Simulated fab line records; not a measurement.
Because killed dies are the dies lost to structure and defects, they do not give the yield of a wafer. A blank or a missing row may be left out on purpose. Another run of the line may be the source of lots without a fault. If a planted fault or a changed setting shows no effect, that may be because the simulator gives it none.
The tool behind it: which one? :: flow gf180mcu :: 11 lots, 33 wafers sampled, at 2 steps of a route of 602

WHAT THE GAUGES SHOWED, per wafer
GF_V1_THK_MEAS_03.
lot: L669
measured: day 17 00:38
on: film_metro-02
V1_CVD_02_THK (nm): 840 836 859

lot: L673
measured: day 18 11:25
on: film_metro-03
V1_CVD_02_THK (nm): 847 842 870

lot: L676
measured: day 19 21:51
on: film_metro-03
V1_CVD_02_THK (nm): 849 865 873

lot: L680
measured: day 21 09:02
on: film_metro-01
V1_CVD_02_THK (nm): 856 879 877

lot: L683
measured: day 22 10:38
on: film_metro-02
V1_CVD_02_THK (nm): 934 962 947

lot: L684
measured: day 22 14:40
on: film_metro-03
V1_CVD_02_THK (nm): 853 879 870

lot: L685
measured: day 22 20:48
on: film_metro-01
V1_CVD_02_THK (nm): 940 942 957

lot: L687
measured: day 23 11:34
on: film_metro-03
V1_CVD_02_THK (nm): 846 839 853

lot: L689
measured: day 23 23:05
on: film_metro-03
V1_CVD_02_THK (nm): 862 856 861

lot: L691
measured: day 24 17:05
on: film_metro-01
V1_CVD_02_THK (nm): 843 852 862

lot: L692
measured: day 24 21:07
on: film_metro-03
V1_CVD_02_THK (nm): 853 843 841

WHAT TOOL EACH LOT RAN ON (gives the tool, then ch and the chambers of the sampled wafers, and finally the start)
lot: L669
GF_V1_CVD_02: pecvd-03 ch 0,1,2, day 17 00:34

lot: L673
GF_V1_CVD_02: pecvd-02 ch 0,1, day 18 11:21

lot: L676
GF_V1_CVD_02: pecvd-04 ch 0,1, day 19 21:47

lot: L680
GF_V1_CVD_02: pecvd-02 ch 1,2, day 21 08:56

lot: L683
GF_V1_CVD_02: pecvd-02 ch 0,1, day 22 10:34

lot: L684
GF_V1_CVD_02: pecvd-03 ch 1,2, day 22 14:36

lot: L685
GF_V1_CVD_02: pecvd-02 ch 0,1,2, day 22 20:44

lot: L687
GF_V1_CVD_02: pecvd-03 ch 1,2, day 23 11:30

lot: L689
GF_V1_CVD_02: pecvd-04 ch 0,2, day 23 23:01

lot: L691
GF_V1_CVD_02: pecvd-03 ch 1,2, day 24 17:01

lot: L692
GF_V1_CVD_02: pecvd-03 ch 0,1,2, day 24 21:04
- GF_V1_CVD_02: deposits SiO2 from TEOS, target thk 850 nm, time 94.851 s.

THE ANSWER, worked out from the rows above alone
Rule: the usual values come from the lots themselves. The widest of any qualifying gaps counts: lots, ordered by their means at a reading, are off when they make up no more than a third of the lots, leave a main group of 4 or more, and stand apart from it by 3 or more times the standard deviation of that group's means. The tables above print the reading to a certain number of digits; a main group whose means all agree to those digits is not used. A lot without any number at a reading at which 4 lots or more have one is off too. Any other lot the step has rows for is counted as sound.
Off: at GF_V1_THK_MEAS_03 (V1_CVD_02_THK), L683, L685. The main group has a mean of 856 nm with a standard deviation of 9.1.
A tool fits if, at a process step before that reading, it ran every lot that is off, and no sound lot after the first of them. Those tools and the gauges at GF_V1_THK_MEAS_03 are tried in the same way. One candidate fits, namely pecvd-02 at GF_V1_CVD_02. A fault onset in the window from L680 (day 21 08:56, its last sound lot) to L683 (day 22 10:34, its first lot off) fits.

WHAT THE SIMULATOR PUT IN
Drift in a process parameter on pecvd-02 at GF_V1_CVD_02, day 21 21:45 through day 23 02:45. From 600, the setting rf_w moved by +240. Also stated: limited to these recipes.
Lots struck among those shown: L683, L685. The same result came from the rule above.
